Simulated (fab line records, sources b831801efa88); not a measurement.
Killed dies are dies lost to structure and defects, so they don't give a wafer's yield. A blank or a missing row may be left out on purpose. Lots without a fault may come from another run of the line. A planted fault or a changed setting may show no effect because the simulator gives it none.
Problem report in the 8D (eight disciplines) form, filled by code | flow gf180mcu | the parts of the form that need people (team, actions taken, sign-off) are left out

1. THE PROBLEM
run_length_s at GF_V4_SOFTBAKE_10 reads a mean of 93.11 s on 6 wafers of 2 lots; wafers without a fault read 88.93 s with a standard deviation of 0.16. That is +26 standard deviations from the usual mean.
The step: time 60 s.
First seen on wafer L786.1, day 27 08:00, on litho_track-02. The record holds 39 wafers of 13 lots with a number at this step. Rule for "out", or "out of limits": more than 4 standard deviations from the usual mean. The other wafers with a number count as sound.

2. WHAT IT IS AND WHAT IT IS NOT
question                    | is                     | is not
which readings at this step | run_length_s           | heater_power_total_W
which lots                  | L786, L789             | L778, L779, L780, L782, L784, L792, L795, L796, L797, L798, L799
which wafers of those lots  | all that have a number | -
read on which tools         | litho_track-02         | litho_track-03, litho_track-04
when                        | from day 27 08:00      | up to then (15 sound wafers); but 18 sound wafers of L792, L795, L796, L797, L798, L799 came after

3. SUSPECTS, AND WHAT RULES EACH OUT
Counting: a tool at a process step up to the reading stays a suspect if it ran every lot that is out and no sound lot after the first of them.
- rie_diel-01 at GF_V3_ETCH_17 (etches SiO2 in C4F8/O2/Ar, stops on TiN, target depth 635 nm): ruled out as a lasting fault. Sound lots L795, L796, L797, L799 ran on it after its first lot that is out, L786 (day 26 21:43). GF_V3_ETCH_17 gives no start for some lots, so the hours and the order of its lots are those of GF_V4_CMP_04.
- cmp-01 at GF_V4_CMP_04 (polishes SiO2): ruled out as a lasting fault. Sound lots L796, L798 ran on it after its first lot that is out, L786 (day 26 21:43).
- litho_track-02 at GF_V4_SOFTBAKE_10 (time 60 s): ruled out as a lasting fault. Sound lots L798 ran on it after its first lot that is out, L786 (day 27 08:00).
Left after counting: nothing in the record.

4. THE CAUSE (what the simulator had put in)
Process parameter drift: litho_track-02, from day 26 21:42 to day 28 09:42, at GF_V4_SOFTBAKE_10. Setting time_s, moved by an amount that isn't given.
Counting ruled it out, wrongly.

5. THE CHAIN OF EFFECTS, in route order
Each row: a reading whose mean over the struck wafers that have a number lies more than 3 standard deviations from the usual. Only readings for which the record gives a usual standard deviation are gone through. hours: the time from each lot's start at the first step in this table that gives one to its start at this step, as a median over the lots. sigmas: the change in usual standard deviations.
hours | step              | reading      | usual   | on struck wafers | change | sigmas
0     | GF_V4_SOFTBAKE_10 | run_length_s | 88.93 s | 93.11            | +4.18  | +26
The process steps in it:
- GF_V4_SOFTBAKE_10: time 60 s.

6. WHAT WOULD HAVE CAUGHT IT SOONER
In this record the first reading out of limits was taken at day 27 08:00, 10 hours after the fault began at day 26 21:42.
